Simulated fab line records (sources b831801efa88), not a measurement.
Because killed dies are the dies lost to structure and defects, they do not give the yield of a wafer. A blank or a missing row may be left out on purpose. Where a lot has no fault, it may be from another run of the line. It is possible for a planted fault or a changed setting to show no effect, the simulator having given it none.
The tool behind it: which one? | flow gf180mcu | 39 wafers from 13 lots sampled at 4 of the route's 602 steps

WHAT THE GAUGES SHOWED, per wafer
GF_V4_RS_MEAS_24: measurement is done with a four-point probe. Usual: V4_W_RS gives 0.328 ohm/sq (standard deviation 0.0035).
lot  | measured     | on            | V4_W_RS (ohm/sq)  | flag
L406 | day 24 07:53 | film-metro-03 | 0.321 0.325 0.323 |
L407 | day 24 18:54 | film-metro-02 | 0.327 0.321 0.325 |
L408 | day 24 19:57 | film-metro-03 | 0.328 0.329 0.328 |
L409 | day 25 12:22 | film-metro-04 | 0.326 0.329 0.325 |
L410 | day 25 22:38 | film-metro-04 | 0.329 0.328 0.327 |
L411 | day 26 10:46 | film-metro-02 | 0.327 0.331 0.329 |
L412 | day 26 14:08 | film-metro-03 | 0.333 0.330 0.334 |
L413 | day 26 19:22 | film-metro-02 | 0.327 0.329 0.328 |
L414 | day 27 05:55 | film-metro-03 | 0.326 0.324 0.326 |
L420 | day 28 23:02 | film-metro-04 | 0.327 0.328 0.326 |
L424 | day 30 02:01 | film-metro-03 | 0.323 0.323 0.325 |
L425 | day 30 07:45 | film-metro-04 | 0.325 0.322 0.327 |
L427 | day 30 22:05 | film-metro-04 | 0.324 0.322 0.326 |

GF_MIM_RS_MEAS_10: measurement is done with a four-point probe. Usual: MIM_ALCU_RS gives 0.1601 ohm/sq (standard deviation 0.0017).
lot  | measured     | on            | MIM_ALCU_RS (ohm/sq) | flag
L406 | day 24 08:47 | film-metro-01 | 0.1610 0.1618 0.1606 |
L407 | day 24 19:47 | film-metro-03 | 0.1580 0.1582 0.1586 |
L408 | day 24 20:50 | film-metro-03 | 0.1575 0.1577 0.1575 |
L409 | day 25 13:17 | film-metro-01 | 0.1630 0.1619 0.1602 |
L410 | day 25 23:32 | film-metro-03 | 0.1617 0.1603 0.1606 |
L411 | day 26 11:40 | film-metro-03 | 0.1598 0.1597 0.1583 |
L412 | day 26 15:02 | film-metro-03 | 0.1639 0.1637 0.1643 |
L413 | day 26 20:16 | film-metro-01 | 0.1621 0.1617 0.1619 |
L414 | day 27 06:49 | film-metro-01 | 0.1634 0.1611 0.1614 |
L420 | day 28 23:56 | film-metro-01 | 0.1595 0.1604 0.1587 |
L424 | day 30 02:55 | film-metro-01 | 0.1599 0.1601 0.1612 |
L425 | day 30 09:07 | film-metro-03 | 0.1576 0.1577 0.1581 |
L427 | day 30 22:59 | film-metro-01 | 0.1604 0.1595 0.1596 |

WHICH TOOL RAN EACH LOT (tool, then ch and the chambers of the sampled wafers, then the start)
lot  | GF_M4_SPUTTER_04             | GF_V4_SPUTTER_21
L406 | pvd-sputter-02, day 22 07:53 | pvd-sputter-04, day 24 07:39
L407 | pvd-sputter-04, day 22 19:49 | pvd-sputter-01, day 24 18:40
L408 | pvd-sputter-03, day 22 21:14 | pvd-sputter-03, day 24 19:44
L409 | pvd-sputter-04, day 23 14:05 | pvd-sputter-01, day 25 12:09
L410 | pvd-sputter-03, day 23 23:58 | pvd-sputter-01, day 25 22:24
L411 | pvd-sputter-04, day 24 13:34 | pvd-sputter-03, day 26 10:29
L412 | pvd-sputter-03, day 24 16:20 | pvd-sputter-04, day 26 13:54
L413 | pvd-sputter-04, day 24 23:05 | pvd-sputter-01, day 26 19:09
L414 | pvd-sputter-03, day 25 10:05 | pvd-sputter-01, day 27 05:42
L420 | pvd-sputter-02, day 27 04:41 | pvd-sputter-04, day 28 22:47
L424 | pvd-sputter-04, day 28 08:41 | pvd-sputter-04, day 30 01:47
L425 | pvd-sputter-04, day 28 16:01 | pvd-sputter-01, day 30 07:30
L427 | pvd-sputter-04, day 29 07:05 | pvd-sputter-01, day 30 21:45
- GF_M4_SPUTTER_04: material TiN, target thk 50 nm, time 41.7 s.
- GF_V4_SPUTTER_21: material Ti, target thk 15 nm, time 80.02 s.

WHAT THE TOOLS THEMSELVES READ (means of the sampled wafers that have a number; where no wafer has one, the mark that the record gives instead)
GF_M4_SPUTTER_04. Usual: chamber-pressure-pa 0.3999 Pa, standard deviation 0.00085; throttle-valve-pct 29.2 %, standard deviation 0.8.
lot  | tool           | chamber-pressure-pa (Pa) | throttle-valve-pct (%) | flag
L406 | pvd-sputter-02 | 0.3998                   | 28.8                   |
L407 | pvd-sputter-04 | 0.3988                   | 29.0                   |
L408 | pvd-sputter-03 | 0.3999                   | 29.2                   |
L409 | pvd-sputter-04 | 0.4005                   | 28.5                   |
L410 | pvd-sputter-03 | 0.3998                   | 28.7                   |
L411 | pvd-sputter-04 | 0.3998                   | 29.4                   |
L412 | pvd-sputter-03 | 0.3998                   | 29.6                   |
L413 | pvd-sputter-04 | 0.4002                   | 29.6                   |
L414 | pvd-sputter-03 | 0.3991                   | 29.7                   |
L420 | pvd-sputter-02 | 0.4003                   | 29.2                   |
L424 | pvd-sputter-04 | 0.3993                   | 29.1                   |
L425 | pvd-sputter-04 | 0.4002                   | 29.2                   |
L427 | pvd-sputter-04 | 0.3999                   | 29.0                   |

GF_V4_SPUTTER_21. Usual: chamber-pressure-pa 5.001 Pa, standard deviation 0.0084; throttle-valve-pct 29.6 %, standard deviation 0.9.
lot  | tool           | chamber-pressure-pa (Pa) | throttle-valve-pct (%) | flag
L406 | pvd-sputter-04 | 5.005                    | 28.9                   |
L407 | pvd-sputter-01 | 5.000                    | 30.5                   |
L408 | pvd-sputter-03 | 4.995                    | 29.1                   |
L409 | pvd-sputter-01 | 4.999                    | 31.0                   |
L410 | pvd-sputter-01 | 5.008                    | 30.0                   |
L411 | pvd-sputter-03 | 4.997                    | 29.8                   |
L412 | pvd-sputter-04 | 5.000                    | 28.6                   |
L413 | pvd-sputter-01 | 4.994                    | 30.4                   |
L414 | pvd-sputter-01 | 5.000                    | 30.3                   |
L420 | pvd-sputter-04 | 4.998                    | 29.1                   |
L424 | pvd-sputter-04 | 5.005                    | 29.0                   |
L425 | pvd-sputter-01 | 5.005                    | 30.8                   |
L427 | pvd-sputter-01 | 4.997                    | 30.2                   |

THE ANSWER, worked out from the rows above alone
Rule: take the mean of a lot's wafers that have a number; if it is more than 3 standard deviations from the usual mean, the lot is off. Also off: a lot with no number at a reading for which 4 or more lots have one. All remaining lots with rows at the step are treated as sound. The gauges are gone through in route order, then the tools' own readings, and for those a lot's mean is taken as printed above. The first step at which some lot is off is used, and at that step the reading that is off furthest; a lot without a number counts as furthest.
None of the lots is off at any reading shown; this tells nothing.

WHAT HAD BEEN PUT IN BY THE SIMULATOR
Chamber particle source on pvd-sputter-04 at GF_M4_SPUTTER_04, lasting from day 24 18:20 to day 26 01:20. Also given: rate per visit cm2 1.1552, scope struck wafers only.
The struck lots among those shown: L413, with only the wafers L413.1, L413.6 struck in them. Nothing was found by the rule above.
